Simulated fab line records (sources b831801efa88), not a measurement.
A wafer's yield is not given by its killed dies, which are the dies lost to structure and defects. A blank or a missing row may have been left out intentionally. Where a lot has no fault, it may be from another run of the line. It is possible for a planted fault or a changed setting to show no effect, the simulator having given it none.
A sampling plan put to the test	flow sky130	one line in one fab, 58 faults in these records, each fault weighed on the records of the lots it struck
The plan is the line's own looks: the steps of the route at which a gauge or an inspection reads the wafer and doesn't change it. A look is open to judgement when struck wafers have a number at it and the file gives its usual mean and standard deviation on fault-free wafers. Caught: a look later than the fault's first step finds the struck wafers' mean 4 or more of those standard deviations (sigma) from the usual mean. On the tool: the identical test, applied to the tool's own readings at the steps of the fault. Caught also covers a different recipe on the struck wafers, or a record left blank for those wafers only.

== THE FAULTS, as the simulator had put them in ==
1. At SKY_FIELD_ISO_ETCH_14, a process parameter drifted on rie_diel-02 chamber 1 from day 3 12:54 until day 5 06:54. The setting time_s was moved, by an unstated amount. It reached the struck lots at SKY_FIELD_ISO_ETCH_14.
2. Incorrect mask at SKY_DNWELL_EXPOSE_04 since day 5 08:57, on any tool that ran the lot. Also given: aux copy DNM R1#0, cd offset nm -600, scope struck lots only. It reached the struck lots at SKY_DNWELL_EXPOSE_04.
3. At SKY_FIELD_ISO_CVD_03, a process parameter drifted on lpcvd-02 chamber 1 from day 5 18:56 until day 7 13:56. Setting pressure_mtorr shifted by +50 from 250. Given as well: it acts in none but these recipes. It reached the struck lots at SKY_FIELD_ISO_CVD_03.
4. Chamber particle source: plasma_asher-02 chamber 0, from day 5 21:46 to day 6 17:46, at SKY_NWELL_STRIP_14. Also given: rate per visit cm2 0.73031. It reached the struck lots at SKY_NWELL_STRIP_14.
5. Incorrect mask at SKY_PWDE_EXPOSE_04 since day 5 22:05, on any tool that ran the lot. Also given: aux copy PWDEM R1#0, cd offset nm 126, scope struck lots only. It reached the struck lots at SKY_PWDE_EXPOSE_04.
6. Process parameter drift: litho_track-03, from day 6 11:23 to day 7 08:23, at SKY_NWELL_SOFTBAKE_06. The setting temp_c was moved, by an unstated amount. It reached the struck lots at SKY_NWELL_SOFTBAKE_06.
7. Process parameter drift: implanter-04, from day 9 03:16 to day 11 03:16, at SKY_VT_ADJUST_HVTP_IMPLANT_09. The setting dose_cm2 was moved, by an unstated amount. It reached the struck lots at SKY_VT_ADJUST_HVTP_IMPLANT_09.
8. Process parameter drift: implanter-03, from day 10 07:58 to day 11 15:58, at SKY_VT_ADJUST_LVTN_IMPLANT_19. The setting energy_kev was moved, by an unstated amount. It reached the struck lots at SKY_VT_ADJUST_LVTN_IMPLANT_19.
9. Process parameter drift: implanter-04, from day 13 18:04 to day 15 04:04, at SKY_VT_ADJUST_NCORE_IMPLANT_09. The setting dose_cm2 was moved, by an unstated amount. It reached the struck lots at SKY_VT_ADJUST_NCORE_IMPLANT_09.
10. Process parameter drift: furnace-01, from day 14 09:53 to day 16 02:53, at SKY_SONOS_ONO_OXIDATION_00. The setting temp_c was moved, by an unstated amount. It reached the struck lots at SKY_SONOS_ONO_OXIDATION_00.
11. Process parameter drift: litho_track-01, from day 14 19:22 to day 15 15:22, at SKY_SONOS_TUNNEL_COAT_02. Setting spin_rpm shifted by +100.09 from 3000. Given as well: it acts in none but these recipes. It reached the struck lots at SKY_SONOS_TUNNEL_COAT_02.
12. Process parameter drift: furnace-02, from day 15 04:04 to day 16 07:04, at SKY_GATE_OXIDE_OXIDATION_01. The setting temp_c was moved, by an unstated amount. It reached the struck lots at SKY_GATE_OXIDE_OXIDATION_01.
13. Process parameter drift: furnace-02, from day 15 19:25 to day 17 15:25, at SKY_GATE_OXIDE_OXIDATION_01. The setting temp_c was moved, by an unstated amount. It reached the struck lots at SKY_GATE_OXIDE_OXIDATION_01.
14. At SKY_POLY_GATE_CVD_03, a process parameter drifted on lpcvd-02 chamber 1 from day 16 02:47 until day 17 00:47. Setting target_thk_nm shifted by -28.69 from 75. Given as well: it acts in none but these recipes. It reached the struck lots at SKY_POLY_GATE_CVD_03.
15. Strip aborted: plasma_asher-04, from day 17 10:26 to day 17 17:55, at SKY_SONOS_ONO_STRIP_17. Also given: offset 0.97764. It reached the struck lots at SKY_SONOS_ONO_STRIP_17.
16. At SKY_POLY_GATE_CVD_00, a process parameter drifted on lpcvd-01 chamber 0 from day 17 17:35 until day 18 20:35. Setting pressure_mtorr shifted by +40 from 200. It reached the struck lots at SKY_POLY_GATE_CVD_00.
17. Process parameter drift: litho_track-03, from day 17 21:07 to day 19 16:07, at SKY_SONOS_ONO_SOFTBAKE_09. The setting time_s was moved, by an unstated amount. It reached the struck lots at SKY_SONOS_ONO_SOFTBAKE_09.
18. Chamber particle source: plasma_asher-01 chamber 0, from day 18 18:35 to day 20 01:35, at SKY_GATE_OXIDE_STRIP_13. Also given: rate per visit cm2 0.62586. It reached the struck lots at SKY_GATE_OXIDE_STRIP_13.
19. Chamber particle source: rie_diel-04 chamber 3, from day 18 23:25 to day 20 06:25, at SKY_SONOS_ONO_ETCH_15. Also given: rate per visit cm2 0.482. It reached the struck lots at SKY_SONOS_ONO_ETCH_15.
20. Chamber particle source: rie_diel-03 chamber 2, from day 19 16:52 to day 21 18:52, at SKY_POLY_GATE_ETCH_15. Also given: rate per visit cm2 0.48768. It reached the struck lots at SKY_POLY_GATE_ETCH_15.
21. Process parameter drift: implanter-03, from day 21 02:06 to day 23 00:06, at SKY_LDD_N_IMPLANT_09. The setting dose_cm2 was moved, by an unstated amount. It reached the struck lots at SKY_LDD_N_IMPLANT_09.
22. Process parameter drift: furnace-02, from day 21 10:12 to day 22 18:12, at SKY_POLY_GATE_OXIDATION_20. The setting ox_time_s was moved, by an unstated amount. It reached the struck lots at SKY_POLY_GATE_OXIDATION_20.
23. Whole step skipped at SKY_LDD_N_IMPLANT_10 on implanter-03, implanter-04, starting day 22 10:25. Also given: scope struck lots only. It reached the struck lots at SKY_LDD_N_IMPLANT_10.
24. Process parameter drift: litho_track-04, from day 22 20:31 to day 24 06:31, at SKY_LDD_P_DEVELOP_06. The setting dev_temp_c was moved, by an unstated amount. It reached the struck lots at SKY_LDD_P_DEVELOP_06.
25. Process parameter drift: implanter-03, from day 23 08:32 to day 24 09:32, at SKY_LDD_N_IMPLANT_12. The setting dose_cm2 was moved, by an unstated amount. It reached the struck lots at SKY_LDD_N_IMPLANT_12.
26. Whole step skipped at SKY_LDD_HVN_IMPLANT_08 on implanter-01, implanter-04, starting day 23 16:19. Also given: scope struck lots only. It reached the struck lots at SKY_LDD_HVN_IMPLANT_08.
27. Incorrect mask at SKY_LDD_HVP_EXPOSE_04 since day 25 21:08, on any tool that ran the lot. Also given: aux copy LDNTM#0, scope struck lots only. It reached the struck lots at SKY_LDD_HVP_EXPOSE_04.
28. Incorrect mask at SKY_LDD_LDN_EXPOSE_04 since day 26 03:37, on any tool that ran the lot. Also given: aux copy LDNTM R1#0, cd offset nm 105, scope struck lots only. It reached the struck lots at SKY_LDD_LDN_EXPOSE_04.
29. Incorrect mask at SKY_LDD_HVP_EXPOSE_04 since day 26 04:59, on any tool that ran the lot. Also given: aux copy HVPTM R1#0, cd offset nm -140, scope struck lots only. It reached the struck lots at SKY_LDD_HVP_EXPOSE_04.
30. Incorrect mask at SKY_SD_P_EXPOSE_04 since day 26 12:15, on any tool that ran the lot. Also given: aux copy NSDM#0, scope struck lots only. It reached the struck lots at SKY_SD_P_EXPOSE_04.
31. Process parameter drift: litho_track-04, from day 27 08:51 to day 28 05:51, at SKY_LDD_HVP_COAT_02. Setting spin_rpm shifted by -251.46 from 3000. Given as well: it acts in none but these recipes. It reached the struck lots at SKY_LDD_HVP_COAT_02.
32. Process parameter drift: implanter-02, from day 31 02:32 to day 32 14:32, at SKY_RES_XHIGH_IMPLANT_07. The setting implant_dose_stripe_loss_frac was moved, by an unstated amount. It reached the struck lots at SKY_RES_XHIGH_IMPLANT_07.
33. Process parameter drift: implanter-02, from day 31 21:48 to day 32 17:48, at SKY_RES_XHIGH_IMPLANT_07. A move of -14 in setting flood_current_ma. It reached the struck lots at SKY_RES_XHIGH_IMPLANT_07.
34. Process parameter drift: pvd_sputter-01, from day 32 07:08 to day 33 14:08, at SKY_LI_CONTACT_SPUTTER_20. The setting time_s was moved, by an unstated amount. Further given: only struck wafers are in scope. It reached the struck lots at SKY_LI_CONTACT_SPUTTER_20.
35. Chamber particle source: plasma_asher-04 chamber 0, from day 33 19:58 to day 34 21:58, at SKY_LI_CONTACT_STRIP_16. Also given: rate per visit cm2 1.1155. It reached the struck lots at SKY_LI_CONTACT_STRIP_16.
36. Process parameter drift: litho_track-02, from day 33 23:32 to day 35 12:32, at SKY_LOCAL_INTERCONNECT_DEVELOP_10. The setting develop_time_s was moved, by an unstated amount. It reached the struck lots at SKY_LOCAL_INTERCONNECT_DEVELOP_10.
37. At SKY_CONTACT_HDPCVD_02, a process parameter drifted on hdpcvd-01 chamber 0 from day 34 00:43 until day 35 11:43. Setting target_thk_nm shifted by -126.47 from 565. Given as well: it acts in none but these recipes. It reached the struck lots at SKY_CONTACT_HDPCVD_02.
38. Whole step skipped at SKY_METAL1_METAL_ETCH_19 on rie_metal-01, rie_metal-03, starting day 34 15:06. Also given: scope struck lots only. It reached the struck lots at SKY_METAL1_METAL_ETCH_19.
39. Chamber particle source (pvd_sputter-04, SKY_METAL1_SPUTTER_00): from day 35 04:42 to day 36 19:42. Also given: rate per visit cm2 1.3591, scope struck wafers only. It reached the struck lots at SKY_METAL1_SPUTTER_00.
40. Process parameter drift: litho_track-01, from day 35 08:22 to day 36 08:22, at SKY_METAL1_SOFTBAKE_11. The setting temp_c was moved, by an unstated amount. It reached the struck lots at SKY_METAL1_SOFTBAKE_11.
41. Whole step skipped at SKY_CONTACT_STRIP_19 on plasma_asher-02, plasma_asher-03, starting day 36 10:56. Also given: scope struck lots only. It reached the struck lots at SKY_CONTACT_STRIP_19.
42. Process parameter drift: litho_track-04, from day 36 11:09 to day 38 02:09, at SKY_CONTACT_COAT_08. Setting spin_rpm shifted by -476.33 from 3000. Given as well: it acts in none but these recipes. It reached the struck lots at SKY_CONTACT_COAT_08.
43. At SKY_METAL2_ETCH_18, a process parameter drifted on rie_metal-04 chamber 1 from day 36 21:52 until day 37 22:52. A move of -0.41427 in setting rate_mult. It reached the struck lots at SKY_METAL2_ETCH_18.
44. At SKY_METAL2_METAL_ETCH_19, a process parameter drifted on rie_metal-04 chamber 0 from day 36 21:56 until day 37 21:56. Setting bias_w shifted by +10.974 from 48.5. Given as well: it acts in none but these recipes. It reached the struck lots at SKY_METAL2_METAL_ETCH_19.
45. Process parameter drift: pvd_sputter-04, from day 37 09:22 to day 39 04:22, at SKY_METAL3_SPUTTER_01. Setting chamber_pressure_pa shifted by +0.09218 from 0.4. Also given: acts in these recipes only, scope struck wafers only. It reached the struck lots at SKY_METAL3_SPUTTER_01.
46. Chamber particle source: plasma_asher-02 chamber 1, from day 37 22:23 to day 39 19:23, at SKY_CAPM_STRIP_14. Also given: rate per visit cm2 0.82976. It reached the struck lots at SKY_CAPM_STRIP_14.
47. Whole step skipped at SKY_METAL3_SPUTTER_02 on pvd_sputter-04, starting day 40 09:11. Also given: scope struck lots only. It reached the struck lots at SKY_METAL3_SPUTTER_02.
48. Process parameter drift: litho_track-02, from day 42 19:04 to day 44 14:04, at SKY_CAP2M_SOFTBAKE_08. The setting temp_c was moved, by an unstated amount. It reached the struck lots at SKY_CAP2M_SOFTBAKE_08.
49. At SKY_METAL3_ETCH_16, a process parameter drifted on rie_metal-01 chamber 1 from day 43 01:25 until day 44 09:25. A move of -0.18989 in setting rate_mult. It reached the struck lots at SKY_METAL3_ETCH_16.
50. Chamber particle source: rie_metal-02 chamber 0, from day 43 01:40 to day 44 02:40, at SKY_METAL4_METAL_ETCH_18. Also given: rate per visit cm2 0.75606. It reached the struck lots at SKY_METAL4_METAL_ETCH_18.
51. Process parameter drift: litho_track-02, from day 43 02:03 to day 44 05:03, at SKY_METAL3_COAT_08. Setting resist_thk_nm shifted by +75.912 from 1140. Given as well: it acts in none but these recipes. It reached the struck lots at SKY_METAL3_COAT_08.
52. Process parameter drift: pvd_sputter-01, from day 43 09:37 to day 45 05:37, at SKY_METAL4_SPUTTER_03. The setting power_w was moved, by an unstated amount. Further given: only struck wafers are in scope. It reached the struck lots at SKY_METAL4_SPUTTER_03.
53. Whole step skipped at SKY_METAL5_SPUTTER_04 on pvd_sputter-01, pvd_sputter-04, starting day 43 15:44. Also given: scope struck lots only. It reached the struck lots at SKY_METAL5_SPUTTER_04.
54. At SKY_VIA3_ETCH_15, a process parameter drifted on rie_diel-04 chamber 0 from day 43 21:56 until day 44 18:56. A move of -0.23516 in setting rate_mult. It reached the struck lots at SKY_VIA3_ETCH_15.
55. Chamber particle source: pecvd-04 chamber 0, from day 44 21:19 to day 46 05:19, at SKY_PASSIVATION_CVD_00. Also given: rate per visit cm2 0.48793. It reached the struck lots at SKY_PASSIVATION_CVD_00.
56. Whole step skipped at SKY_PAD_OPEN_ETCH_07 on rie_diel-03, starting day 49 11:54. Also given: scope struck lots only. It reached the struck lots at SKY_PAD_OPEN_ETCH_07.
57. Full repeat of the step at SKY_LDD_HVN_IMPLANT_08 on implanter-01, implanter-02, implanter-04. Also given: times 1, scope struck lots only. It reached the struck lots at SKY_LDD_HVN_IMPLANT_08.
58. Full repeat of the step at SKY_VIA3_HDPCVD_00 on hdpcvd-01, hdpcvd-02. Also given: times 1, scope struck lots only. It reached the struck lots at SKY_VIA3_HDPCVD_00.

== WHAT THE PLAN SAW ==
fault	on the tool itself	first look that catches it	reading, sigma	median hours from its first step to that look	hours from the fault's start to the first struck lot there	judged looks passed uncaught
1	run_length_s -49 sigma	no look after it can be judged	-	-	-	0
2	under 2 sigma	no look after it can be judged	-	-	-	0
3	pressure_mtorr +87 sigma	SKY_FIELD_ISO_THK_MEAS_04	FIELD_ISO_CVD_03_THK +4.7	1.8	5	0
4	under 2 sigma	none of the 2 looks that can be judged after it	-	-	-	2
5	no reading that can be judged	none of the 2 looks that can be judged after it	-	-	-	2
6	plate_temp_C +56 sigma	no look after it can be judged	-	-	-	0
7	dose_ions_cm2 -99 or beyond sigma	SKY_VT_ADJUST_HVTP_TW_MEAS_11	VT_ADJUST_HVTP_TW -9.3	0.2	10	0
8	beam_energy_keV -99 or beyond sigma	SKY_VT_ADJUST_LVTN_TW_MEAS_21	VT_ADJUST_LVTN_2_TW -4.0	0.2	12	0
9	dose_ions_cm2 +80 sigma	no look after it can be judged	-	-	-	0
10	tube_center_temp_C -99 or beyond sigma	SKY_SONOS_ONO_THK_MEAS_01	SONOS_ONO_OXIDATION_THK -6.6	1.3	11	0
11	spin_speed_rpm +44 sigma	not the one look that can be judged after it	-	-	-	1
12	tube_center_temp_C +71 sigma	SKY_GATE_OXIDE_THK_MEAS_02	GATE_OXIDE_OXIDATION_00_THK +5.1	1.4	7	0
13	tube_center_temp_C -51 sigma	none of the 3 looks that can be judged after it	strongest: GATE_OXIDE_OXIDATION_00_THK at SKY_GATE_OXIDE_THK_MEAS_02, -2.0	-	-	3
14	under 2 sigma	SKY_POLY_GATE_THK_MEAS_04	POLY_GATE_CVD_03_THK -52	1.4	21	0
15	chamber_pressure_mTorr +6.1 sigma	no look after it can be judged	-	-	-	0
16	pressure_mtorr +99 or beyond sigma	SKY_POLY_GATE_THK_MEAS_01	POLY_GATE_CVD_00_THK +10	1.2	7	0
17	run_length_s -99 or beyond sigma	none of the 2 looks that can be judged after it	-	-	-	2
18	under 2 sigma	not the one look that can be judged after it	-	-	-	1
19	under 2 sigma	none of the 3 looks that can be judged after it	-	-	-	3
20	only faintly: oes_product_au -2.0 sigma	none of the 4 looks that can be judged after it	-	-	-	4
21	dose_ions_cm2 -99 or beyond sigma	none of the 2 looks that can be judged after it	strongest: LDD_N_TW at SKY_LDD_N_TW_MEAS_17, -2.7	-	-	2
22	no reading that can be judged	SKY_POLY_GATE_THK_MEAS_21	POLY_GATE_OXIDATION_THK -5.6	1.3	5	0
23	the tool's record is blank for the struck wafers	SKY_LDD_N_TW_MEAS_17	LDD_N_TW -5.7	1.0	5	0
24	developer_temp_C +20 sigma	none of the 2 looks that can be judged after it	strongest: cd_nm at SKY_LDD_P_CD_MEAS_07, -2.8	-	-	2
25	dose_ions_cm2 +99 or beyond sigma	no look after it can be judged	-	-	-	0
26	the tool's record is blank for the struck wafers	SKY_LDD_HVN_TW_MEAS_10	LDD_HVN_TW -88	0.2	6	0
27	no reading that can be judged	SKY_LDD_HVP_TW_MEAS_10	LDD_HVP_TW -99 or beyond	14.8	19	0
28	under 2 sigma	not the one look that can be judged after it	-	-	-	1
29	no reading that can be judged	none of the 2 looks that can be judged after it	-	-	-	2
30	no reading that can be judged	SKY_SD_P_TW_MEAS_11	SD_P_TW -84	14.4	17	0
31	spin_speed_rpm -99 or beyond sigma	not the one look that can be judged after it	-	-	-	1
32	no reading that can be judged	SKY_RES_XHIGH_TW_MEAS_09	RES_XHIGH_TW -4.1	0.2	14	0
33	under 2 sigma	no look after it can be judged	-	-	-	0
34	under 2 sigma	no look after it can be judged	-	-	-	0
35	under 2 sigma	none of the 2 looks that can be judged after it	-	-	-	2
36	no reading that can be judged	not the one look that can be judged after it	strongest: cd_nm at SKY_LOCAL_INTERCONNECT_CD_MEAS_11, +3.9	-	-	1
37	no reading that can be judged	SKY_CONTACT_THK_MEAS_03	CONTACT_HDPCVD_THK -25	0.1	20	0
38	the tool's record is blank for the struck wafers	no look after it can be judged	-	-	-	0
39	under 2 sigma	not the one look that can be judged after it	-	-	-	1
40	heater_power_total_W +32 sigma	none of the 2 looks that can be judged after it	-	-	-	2
41	the tool's record is blank for the struck wafers	no look after it can be judged	-	-	-	0
42	spin_speed_rpm -99 or beyond sigma	no look after it can be judged	-	-	-	0
43	oes_product_au -28 sigma	not the one look that can be judged after it	-	-	-	1
44	bias_w +77 sigma	no look after it can be judged	-	-	-	0
45	chamber_pressure_pa +99 or beyond sigma	no look after it can be judged	-	-	-	0
46	under 2 sigma	not the one look that can be judged after it	-	-	-	1
47	the tool's record is blank for the struck wafers	no look after it can be judged	-	-	-	0
48	heater_power_total_W +52 sigma	not the one look that can be judged after it	-	-	-	1
49	under 2 sigma	no look after it can be judged	-	-	-	0
50	under 2 sigma	not the one look that can be judged after it	-	-	-	1
51	no reading that can be judged	no look after it can be judged	-	-	-	0
52	cathode_dc_power_W -99 or beyond sigma	no look after it can be judged	-	-	-	0
53	the tool's record is blank for the struck wafers	SKY_METAL5_THK_MEAS_06	METAL5_ALCU_THK +17	0.2	3	0
54	oes_product_au -18 sigma	no look after it can be judged	-	-	-	0
55	under 2 sigma	not the one look that can be judged after it	-	-	-	1
56	the tool's record is blank for the struck wafers	no look after it can be judged	-	-	-	0
57	no reading that can be judged	SKY_LDD_HVN_TW_MEAS_10	LDD_HVN_TW +22	0.5	-	0
58	under 2 sigma	SKY_VIA3_THK_MEAS_01	VIA3_HDPCVD_THK +99 or beyond	8.1	-	0
A dash: this means the fault isn't caught or the number doesn't appear in these records.

Caught at a look: 17 of 58. Caught on the tool: 32 of 58. By one or the other: 40 of 58.
Caught on the tool alone: faults 1, 6, 9, 11, 13, 15, 17, 21, 24, 25, 31, 38, 40, 41, 42, 43, 44, 45, 47, 48, 52, 54, 56.
Caught at a look alone: faults 14, 22, 27, 30, 32, 37, 57, 58.
Caught by neither: faults 2, 4, 5, 18, 19, 20, 28, 29, 33, 34, 35, 36, 39, 46, 49, 50, 51, 55.

== THINNER SAMPLING ==
If the look that catches a fault measured only every second or every third lot, by lot number, the first struck lot would be measured this late in the worst case:
fault	struck lots at that look, in order of time	every lot	every second lot	every third lot
3	L921	5 h	may miss it	may miss it
7	L912, L918	10 h	may miss all 2	may miss all 2
8	L761, L762	12 h	20 h	may miss all 2
10	L792, L794	11 h	may miss all 2	may miss all 2
12	L981, L982, L984	7 h	10 h	may miss all 3
14	L933	21 h	may miss it	may miss it
16	L717, L719	7 h	may miss all 2	may miss all 2
22	L599, L602	5 h	30 h	may miss all 2
23	L114, L115, L116	5 h	13 h	20 h
26	L787, L788	6 h	11 h	may miss all 2
27	L405	19 h	may miss it	may miss it
30	L593	17 h	may miss it	may miss it
32	L705, L707	14 h	may miss all 2	may miss all 2
37	L490	20 h	may miss it	may miss it
53	L865, L866, L867	3 h	10 h	10 h
Hours count from the start of the fault until the first struck lot that is measured. Since the struck wafers were tested as one group against 4 sigma, a single lot by itself may lie under the limit. Other struck lots may not be in these records.

== THE LONGEST TIMED WAY FROM STEP TO LOOK ==
For fault 27, SKY_LDD_HVP_EXPOSE_04 and SKY_LDD_HVP_TW_MEAS_10 are separated by a median of 14.8 hours. No look between them can be judged.
